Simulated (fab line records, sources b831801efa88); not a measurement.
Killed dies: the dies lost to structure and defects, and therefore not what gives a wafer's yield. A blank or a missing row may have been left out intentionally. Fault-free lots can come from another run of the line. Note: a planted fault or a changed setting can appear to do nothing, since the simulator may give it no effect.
fab line records	flow sky130
record lots=6	wafers=18	last_day=50
route steps=708 shown LDD_HVN@274 LDD_HVP@278 LDD_LDN@289 PAD_OPEN@708
lots that met no fault: from a run of the same line without faults
start_h: hours from the record's opening day to when the first of the lot's shown wafers began	wait_h: hours from the lot's prior step to this one	" same as the row above	L1.1+2: a single row standing in for several wafers	- no value, or no start given	* or withheld: withheld	< > ~ a bound
route shown NAME@n: a module of which the file shows steps, and the number in the route of the first	usual: average and standard deviation across the fault-free wafers	same: alike in all rows	chamber/n: place in a boat	sites: the reading at each site	_std_site: the standard deviation of these	_edge_site: the outer-site mean with the inner-site mean subtracted	radius_mm: how far each site lies from the wafer's centre	mask NAME#n: copy n	behind: tool/chamber where the wafer was last shaped	hold: what put the lot on hold/how long, in hours/how the hold closed	device: whichever transistor did not switch (one of n, p or np)	end of line: the route-end tests of the same wafers	a step without rows: its recipe alone	killed: not the wafer's yield, but the dies lost to structure and defects at the first sort	map: a wafer's dies, x killed, . not, _ none there
set.NAME: the setting that was run; set.NAME@STEP: the one run at that earlier step	model.NAME: the simulator's own value behind a step, which no gauge read
lots at selected steps of the route; one table per step, one row per wafer
services: the hour from which a tool's chamber was out of use, counted from the record's first day as start_h (under 0 if before that day), plus the number of hours and why
## steps
# step SKY_LDD_HVN_OVL_MEAS_07
# usual LDD_HVN_OVL=-0.7/1.3
lot.wafer	tool	chamber	start_h	wait_h	LDD_HVN_OVL[nm]
L744.1	overlay-01	-	463.94	0.1	-1.6
L744.2	"	-	"	"	-3.6
L744.3	"	-	"	"	-1.7
L752.1	overlay-01	-	548.24	0.1	2.6
L752.2	"	-	"	"	0.5
L752.5	"	-	"	"	0.6
L754.1	overlay-01	-	549.40	0.1	-1.2
L754.3	"	-	"	"	0.0
L754.6	"	-	"	"	-0.3
L763.2	overlay-01	-	635.51	0.1	1.4
L763.4	"	-	"	"	0.3
L763.6	"	-	"	"	0.0
L764.3	overlay-01	-	638.82	0.1	-2.3
L764.4	"	-	"	"	-1.5
L764.6	"	-	"	"	-2.5
L765.2	overlay-02	-	656.99	0.1	-1.0
L765.4	"	-	"	"	-1.5
L765.5	"	-	"	"	-0.5
# step SKY_LDD_HVN_IMPLANT_08
# recipe species=P	energy_kev=60	dose_cm2=3e+13	tilt_deg=40
# step SKY_LDD_HVN_STRIP_09
# recipe chemistry=O2/N2	power_w=1400	pressure_mtorr=1500	platen_temp_c=withheld	o2_flow_sccm=3000	n2_flow_sccm=300	overash_fraction=0.5
# usual drypump_motor_current_A=5.82/0.28	oes_product_au=0.408/0.005	strip_time_to_endpoint_s=4.134/0.014
# same overash_fraction=0.5
lot.wafer	tool	chamber	start_h	wait_h	drypump_motor_current_A	oes_product_au	rf_hours_counter_h	strip_time_to_endpoint_s
L744.1	plasma_asher-01	1	464.13	0.1	5.86	0.413	62	4.181
L744.2	"	0	"	"	5.60	0.404	62	4.144
L744.3	"	0	"	"	5.60	0.404	-	4.157
L752.1	plasma_asher-02	1	548.43	0.1	6.28	0.407	87	4.145
L752.2	"	0	"	"	5.86	0.417	87	4.145
L752.5	"	0	"	"	5.83	0.409	-	4.138
L754.1	plasma_asher-02	0	549.59	0.1	5.84	0.407	87	4.142
L754.3	"	0	"	"	5.79	0.411	-	4.144
L754.6	"	1	"	"	6.24	0.405	-	4.138
L763.2	plasma_asher-01	0	635.69	0.1	5.61	0.413	79	4.136
L763.4	"	1	"	"	5.84	0.399	-	4.144
L763.6	"	0	"	"	5.59	0.413	-	4.137
L764.3	plasma_asher-03	1	639.02	0.1	5.44	0.402	-	4.127
L764.4	"	0	"	"	6.11	0.410	-	4.113
L764.6	"	1	"	"	5.43	0.403	-	4.114
L765.2	plasma_asher-03	1	657.17	0.1	5.45	0.408	22	4.117
L765.4	"	1	"	"	5.43	0.401	-	4.104
L765.5	"	1	"	"	5.45	0.415	-	4.107
# step SKY_LDD_HVN_TW_MEAS_10
# usual LDD_HVN_TW=1448/7.3
lot.wafer	tool	chamber	start_h	wait_h	LDD_HVN_TW
L744.1	film_metro-03	-	464.23	0.1	1460
L744.2	"	-	"	"	1453
L744.3	"	-	"	"	1458
L752.1	film_metro-04	-	548.53	0.1	1446
L752.2	"	-	"	"	1447
L752.5	"	-	"	"	1438
L754.1	film_metro-04	-	549.69	0.1	1437
L754.3	"	-	"	"	1442
L754.6	"	-	"	"	1439
L763.2	film_metro-03	-	635.80	0.1	1457
L763.4	"	-	"	"	1453
L763.6	"	-	"	"	1457
L764.3	film_metro-02	-	639.11	0.1	1443
L764.4	"	-	"	"	1444
L764.6	"	-	"	"	1455
L765.2	film_metro-02	-	657.28	0.1	1454
L765.4	"	-	"	"	1456
L765.5	"	-	"	"	1459
# step SKY_LDD_HVP_DEHYDRATE_00
# recipe temp_c=200	time_s=60
# step SKY_LDD_HVP_HMDS_01
# recipe prime_time_s=60	prime_temp_c=120
# step SKY_LDD_HVP_COAT_02
# recipe resist=NOVOLAK	spin_rpm=3000	resist_thk_nm=300
# step SKY_LDD_HVP_SOFTBAKE_03
# recipe temp_c=90	time_s=60	resist=NOVOLAK
# step SKY_LDD_HVP_EXPOSE_04
# recipe mask_id=HVPTM	na=0.6	source_shape=conventional	sigma_outer=0.6	polarization=unpolarized	target_cd_nm=700	dose_mj=86
# step SKY_LDD_HVP_PEB_05
# recipe temp_c=withheld	time_s=*	resist=NOVOLAK
# step SKY_LDD_HVP_DEVELOP_06
# recipe resist=NOVOLAK	developer=TMAH	develop_time_s=60	dev_temp_c=23
# step SKY_LDD_HVP_OVL_MEAS_07
# usual LDD_HVP_OVL=0.4/1.5
lot.wafer	tool	chamber	start_h	wait_h	LDD_HVP_OVL[nm]
L744.1	overlay-02	-	495.18	0.1	-1.2
L744.2	"	-	"	"	-0.2
L744.3	"	-	"	"	-0.9
L752.1	overlay-02	-	578.00	0.1	2.0
L752.2	"	-	"	"	1.7
L752.5	"	-	"	"	2.1
L754.1	overlay-01	-	579.28	0.1	2.5
L754.3	"	-	"	"	2.9
L754.6	"	-	"	"	3.1
L763.2	overlay-01	-	663.26	0.1	-1.5
L763.4	"	-	"	"	-0.3
L763.6	"	-	"	"	0.5
L764.3	overlay-01	-	667.02	0.1	-0.4
L764.4	"	-	"	"	0.2
L764.6	"	-	"	"	-1.0
L765.2	overlay-02	-	685.89	0.1	0.4
L765.4	"	-	"	"	0.0
L765.5	"	-	"	"	-2.3
# step SKY_LDD_HVP_IMPLANT_08
# recipe species=B	energy_kev=20	dose_cm2=1.7e+13	tilt_deg=17.9
# usual beam_on_s=9.99/0.2	dose_ions_cm2=1.6999e+13/1.8e+10	end_station_pressure_torr=5.02e-06/2.6e-07	faraday_current_uA=95.9/1.9
lot.wafer	tool	chamber	start_h	wait_h	beam_on_s	dose_ions_cm2	end_station_pressure_torr	faraday_current_uA
L744.1	implanter-01	0	495.22	0.0	9.88	1.7031e+13	5.29e-06	96.7
L744.2	"	0	"	"	9.94	1.6989e+13	4.65e-06	96.6
L744.3	"	0	"	"	9.87	1.6985e+13	4.8e-06	97.0
L752.1	implanter-04	0	578.04	0.0	12.34	1.699e+13	0.00011802	78.7
L752.2	"	0	"	"	13.15	1.6974e+13	0.00010991	73.9
L752.5	"	0	"	"	12.68	1.6957e+13	0.00012051	75.9
L754.1	implanter-04	0	579.32	0.0	12.34	1.7011e+13	0.00011184	78.6
L754.3	"	0	"	"	12.34	1.6997e+13	0.00012123	78.2
L754.6	"	0	"	"	12.71	1.6998e+13	0.00011887	76.1
L763.2	implanter-01	0	663.31	0.0	9.96	1.6997e+13	5.42e-06	96.4
L763.4	"	0	"	"	10.04	1.6997e+13	5.31e-06	95.8
L763.6	"	0	"	"	10.26	1.7027e+13	5.13e-06	93.4
L764.3	implanter-04	0	667.09	0.1	10.07	1.7021e+13	5.44e-06	94.9
L764.4	"	0	"	"	9.75	1.6993e+13	5.04e-06	98.1
L764.6	"	0	"	"	10.15	1.7016e+13	4.98e-06	93.8
L765.2	implanter-02	0	685.94	0.0	9.73	1.6991e+13	4.63e-06	98.0
L765.4	"	0	"	"	10.15	1.6976e+13	5.25e-06	94.7
L765.5	"	0	"	"	10.26	1.6983e+13	5.17e-06	93.3
# step SKY_LDD_HVP_STRIP_09
# recipe chemistry=O2/N2	power_w=1400	pressure_mtorr=1500	platen_temp_c=withheld	o2_flow_sccm=3000	n2_flow_sccm=300	overash_fraction=0.5
# usual drypump_motor_current_A=5.77/0.27	oes_product_au=0.408/0.0046	strip_time_to_endpoint_s=4.132/0.016
# same overash_fraction=0.5
lot.wafer	tool	chamber	start_h	wait_h	drypump_motor_current_A	oes_product_au	rf_hours_counter_h	strip_time_to_endpoint_s
L744.1	plasma_asher-03	0	495.37	0.1	6.12	0.411	7	4.137
L744.2	"	1	"	"	5.42	0.408	7	4.147
L744.3	"	1	"	"	5.42	0.414	-	4.135
L752.1	plasma_asher-03	0	578.19	0.1	6.10	0.411	13	4.110
L752.2	"	1	"	"	5.43	0.398	13	4.116
L752.5	"	0	"	"	6.11	0.404	-	4.119
L754.1	plasma_asher-03	1	579.47	0.1	5.43	0.401	13	4.132
L754.3	"	1	"	"	5.43	0.401	-	4.120
L754.6	"	0	"	"	6.12	0.411	-	4.107
L763.2	plasma_asher-01	1	663.44	0.1	5.86	0.404	82	4.133
L763.4	"	0	"	"	5.62	0.414	-	4.136
L763.6	"	0	"	"	5.61	0.409	-	4.140
L764.3	plasma_asher-03	0	667.22	0.1	6.11	0.409	-	4.169
L764.4	"	1	"	"	5.41	0.409	-	4.148
L764.6	"	1	"	"	5.44	0.406	-	4.139
L765.2	plasma_asher-03	1	686.07	0.1	5.44	0.404	25	4.122
L765.4	"	0	"	"	6.12	0.413	-	4.097
L765.5	"	1	"	"	5.44	0.413	-	4.118
# step SKY_LDD_HVP_TW_MEAS_10
# usual LDD_HVP_TW=460.6/1.8
lot.wafer	tool	chamber	start_h	wait_h	LDD_HVP_TW
L744.1	film_metro-03	-	495.47	0.1	461.3
L744.2	"	-	"	"	461.3
L744.3	"	-	"	"	460.8
L752.1	film_metro-01	-	578.29	0.1	493.2
L752.2	"	-	"	"	496.4
L752.5	"	-	"	"	496.2
L754.1	film_metro-02	-	579.57	0.1	494.7
L754.3	"	-	"	"	495.5
L754.6	"	-	"	"	497.1
L763.2	film_metro-01	-	663.55	0.1	459.5
L763.4	"	-	"	"	462.5
L763.6	"	-	"	"	460.4
L764.3	film_metro-02	-	667.31	0.1	464.2
L764.4	"	-	"	"	461.0
L764.6	"	-	"	"	463.8
L765.2	film_metro-03	-	686.18	0.1	458.1
L765.4	"	-	"	"	461.6
L765.5	"	-	"	"	462.7
# step SKY_LDD_LDN_DEHYDRATE_00
# recipe temp_c=200	time_s=60
# step SKY_PAD_OPEN_PROBE_99
# usual killed_at_M0_to_M3=43/6.4	killed_at_M4_up=3.1/2	killed_at_contacts=24/5.2	killed_at_front_end=15/4.3	killed_at_other=0.2/0.48	killed_dies=85/9.7	killed_open=47/6.9	killed_short=38/6.7
# same gross_dies=492	killed_at_back_side=0
lot.wafer	tool	chamber	start_h	wait_h	killed_at_M0_to_M3	killed_at_M4_up	killed_at_contacts	killed_at_front_end	killed_at_other	killed_dies	killed_open	killed_short	model.etest.tip_p_5v.rs_ohm_sq
L744.1	prober-01	-	1081.06	0.1	49	3	25	12	0	89	52	37	2846
L744.2	prober-01	-	1081.11	0.1	33	2	31	13	0	79	47	32	2844
L744.3	prober-01	-	1081.16	0.2	49	6	27	15	0	97	52	45	2858
L752.1	prober-02	-	1139.04	0.1	37	4	20	11	0	72	41	31	2346
L752.2	prober-02	-	1139.09	0.1	44	1	33	17	1	96	53	43	2340
L752.5	prober-02	-	1139.24	0.2	44	4	32	19	0	99	58	41	2344
L754.1	prober-01	-	1141.66	0.1	36	2	37	10	0	85	50	35	2437
L754.3	prober-01	-	1141.76	0.2	44	1	31	16	0	92	44	48	2431
L754.6	prober-01	-	1141.91	0.2	44	3	29	13	2	91	41	50	2439
L763.2	prober-01	-	1190.15	0.1	48	3	25	18	1	95	53	42	2826
L763.4	prober-01	-	1190.25	0.2	47	6	24	11	0	88	55	33	2813
L763.6	prober-01	-	1190.35	0.2	47	2	23	7	0	79	46	33	2837
L764.3	prober-02	-	1192.15	0.2	44	0	24	13	1	82	45	37	2839
L764.4	prober-02	-	1192.20	0.2	37	6	15	12	0	70	39	31	2857
L764.6	prober-02	-	1192.30	0.2	45	0	24	9	1	79	48	31	2850
L765.2	prober-01	-	1204.58	0.1	33	2	18	11	0	64	38	26	2841
L765.4	prober-01	-	1204.68	0.2	46	5	21	20	0	92	49	43	2845
L765.5	prober-01	-	1204.73	0.2	36	4	24	7	0	71	40	31	2867
# killed by level:class
L744.1 VIA1:geometric_particle:open=14 LI_CONTACT:geometric_particle:open=9 VIA2:geometric_particle:open=8 CONTACT:geometric_particle:open=8 METAL1:geometric_particle:short=6 VIA1:geometric_particle:short=5 POLY_GATE:geometric_particle:short=4 LOCAL_INTERCONNECT:geometric_particle:short=4
L744.2 LI_CONTACT:geometric_particle:open=11 CONTACT:geometric_particle:open=8 METAL1:geometric_particle:short=7 CONTACT:geometric_particle:short=6 VIA2:geometric_particle:open=6 VIA3:geometric_particle:open=6 FIELD_ISO:geometric_particle:open=5 POLY_GATE:geometric_particle:open=5
L744.3 VIA1:geometric_particle:open=11 CONTACT:geometric_particle:open=9 VIA3:geometric_particle:open=8 LI_CONTACT:geometric_particle:open=7 METAL1:geometric_particle:short=7 METAL4:geometric_particle:short=6 METAL2:geometric_particle:short=6 VIA1:geometric_particle:short=5
L752.1 VIA1:geometric_particle:open=13 LI_CONTACT:geometric_particle:open=8 METAL4:geometric_particle:short=4 CONTACT:geometric_particle:short=4 CONTACT:geometric_particle:open=4 METAL1:geometric_particle:short=4 POLY_GATE:geometric_particle:open=3 POLY_GATE:geometric_particle:short=3
L752.2 VIA1:geometric_particle:open=19 CONTACT:geometric_particle:open=12 LI_CONTACT:geometric_particle:open=9 CONTACT:geometric_particle:short=7 FIELD_ISO:geometric_particle:open=6 VIA1:geometric_particle:short=6 METAL1:geometric_particle:short=6 FIELD_ISO:geometric_particle:short=4
L752.5 VIA1:geometric_particle:open=17 VIA2:geometric_particle:open=10 CONTACT:geometric_particle:open=8 LI_CONTACT:geometric_particle:open=7 CONTACT:geometric_particle:short=7 POLY_GATE:geometric_particle:short=6 LOCAL_INTERCONNECT:geometric_particle:short=6 FIELD_ISO:geometric_particle:short=5
L754.1 CONTACT:geometric_particle:open=11 LI_CONTACT:geometric_particle:open=9 LOCAL_INTERCONNECT:geometric_particle:short=7 METAL2:geometric_particle:short=6 FIELD_ISO:geometric_particle:open=5 VIA1:geometric_particle:open=5 VIA2:geometric_particle:open=5 VIA3:geometric_particle:open=5
L754.3 LI_CONTACT:geometric_particle:open=10 VIA1:geometric_particle:open=8 CONTACT:geometric_particle:open=7 VIA1:geometric_particle:short=7 METAL1:geometric_particle:short=6 METAL2:geometric_particle:short=6 VIA2:geometric_particle:open=6 FIELD_ISO:geometric_particle:short=5
L754.6 VIA1:geometric_particle:short=11 VIA1:geometric_particle:open=10 LI_CONTACT:geometric_particle:open=10 CONTACT:geometric_particle:open=8 METAL1:geometric_particle:short=7 CONTACT:geometric_particle:short=5 LOCAL_INTERCONNECT:geometric_particle:short=4 FIELD_ISO:geometric_particle:open=3
L763.2 VIA1:geometric_particle:open=12 CONTACT:geometric_particle:open=12 VIA3:geometric_particle:open=8 POLY_GATE:geometric_particle:short=7 LOCAL_INTERCONNECT:geometric_particle:short=6 FIELD_ISO:geometric_particle:short=4 METAL1:geometric_particle:short=4 LI_CONTACT:geometric_particle:open=4
L763.4 VIA1:geometric_particle:open=16 CONTACT:geometric_particle:open=9 LI_CONTACT:geometric_particle:open=7 VIA2:geometric_particle:open=6 VIA3:geometric_particle:open=6 VIA1:geometric_particle:short=5 METAL4:geometric_particle:short=5 POLY_GATE:geometric_particle:open=4
L763.6 VIA1:geometric_particle:open=12 VIA3:geometric_particle:open=10 CONTACT:geometric_particle:open=7 LI_CONTACT:geometric_particle:open=6 LOCAL_INTERCONNECT:geometric_particle:short=5 VIA1:geometric_particle:short=5 CONTACT:geometric_particle:short=4 METAL1:geometric_particle:short=4
L764.3 VIA1:geometric_particle:open=11 CONTACT:geometric_particle:open=10 CONTACT:geometric_particle:short=8 VIA2:geometric_particle:open=8 VIA1:geometric_particle:short=6 METAL2:geometric_particle:short=6 VIA3:geometric_particle:open=6 POLY_GATE:geometric_particle:short=3
L764.4 VIA1:geometric_particle:open=12 LI_CONTACT:geometric_particle:open=6 METAL2:geometric_particle:short=5 VIA3:geometric_particle:open=5 LOCAL_INTERCONNECT:geometric_particle:short=4 METAL1:geometric_particle:short=4 METAL4:geometric_particle:short=4 FIELD_ISO:geometric_particle:open=3
L764.6 VIA3:geometric_particle:open=14 VIA1:geometric_particle:open=12 CONTACT:geometric_particle:open=10 LI_CONTACT:geometric_particle:open=5 CONTACT:geometric_particle:short=4 VIA1:geometric_particle:short=4 METAL2:geometric_particle:short=4 FIELD_ISO:geometric_particle:short=3
L765.2 CONTACT:geometric_particle:open=9 VIA1:geometric_particle:short=7 VIA1:geometric_particle:open=7 POLY_GATE:geometric_particle:open=4 LI_CONTACT:geometric_particle:open=4 VIA3:geometric_particle:short=4 VIA3:geometric_particle:open=4 METAL2:geometric_particle:short=3
L765.4 VIA1:geometric_particle:open=13 VIA3:geometric_particle:open=11 CONTACT:geometric_particle:open=7 POLY_GATE:geometric_particle:short=5 METAL4:geometric_particle:short=4 VIA3:geometric_particle:short=4 LI_CONTACT:geometric_particle:open=4 VIA1:geometric_particle:short=4
L765.5 CONTACT:geometric_particle:open=7 VIA1:geometric_particle:open=7 VIA3:geometric_particle:open=7 POLY_GATE:geometric_particle:open=6 VIA2:geometric_particle:open=6 LI_CONTACT:geometric_particle:open=5 LOCAL_INTERCONNECT:geometric_particle:short=5 CONTACT:geometric_particle:short=4
## services
tool	chamber	start_h	hours	kind
plasma_asher-01	-	455.26	1.8	repair
implanter-04	-	469.59	2.0	repair
implanter-04	-	494.96	3.2	repair
plasma_asher-03	-	509.29	15.6	pm
implanter-01	-	529.47	9.2	pm
plasma_asher-01	-	562.90	8.4	repair
implanter-01	-	564.17	3.3	repair
implanter-01	-	588.33	3.5	pm
implanter-02	-	588.89	1.6	repair
implanter-01	-	594.07	3.8	pm
plasma_asher-01	-	614.51	1.1	repair
plasma_asher-01	-	679.84	7.2	repair
## key
first_sign step=SKY_LDD_HVP_IMPLANT_08	reading=end_station_pressure_torr	direction=up	sigmas=99+	usual=5.02e-06	struck=0.00011673
effect step=SKY_LDD_HVP_IMPLANT_08	reading=beam_on_s	direction=up	sigmas=13	usual=9.99	struck=12.59
effect step=SKY_LDD_HVP_TW_MEAS_10	reading=LDD_HVP_TW	direction=up	sigmas=20	usual=460.6	struck=495.5
model_effect step=SKY_PAD_OPEN_PROBE_99	value=etest.tip_p_5v.rs_ohm_sq	without=2847	struck=2390
met_at SKY_LDD_HVP_IMPLANT_08
struck_wafers L752.1,L752.2,L752.5,L754.1,L754.3,L754.6
tester_left_out L752,L754
fault kind=process_parameter_drift	tool=implanter-04	chamber=-	onset_h=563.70	steps=SKY_LDD_HVP_IMPLANT_08	channel=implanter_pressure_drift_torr	offset=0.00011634	shape=step	end_h=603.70
fault kind=process_parameter_drift	tool=implanter-04	chamber=-	onset_h=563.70	steps=SKY_LDD_HVP_IMPLANT_08	channel=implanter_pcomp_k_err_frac	offset=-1	shape=step	end_h=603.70
# tester_left_out: of these lots the tester's yield and bins aren't shown, on N5 and GAA mostly nor the transistor test; their killed dies are dies lost to structure and defects alone, not to doping, threshold or leakage, so they don't give the yield
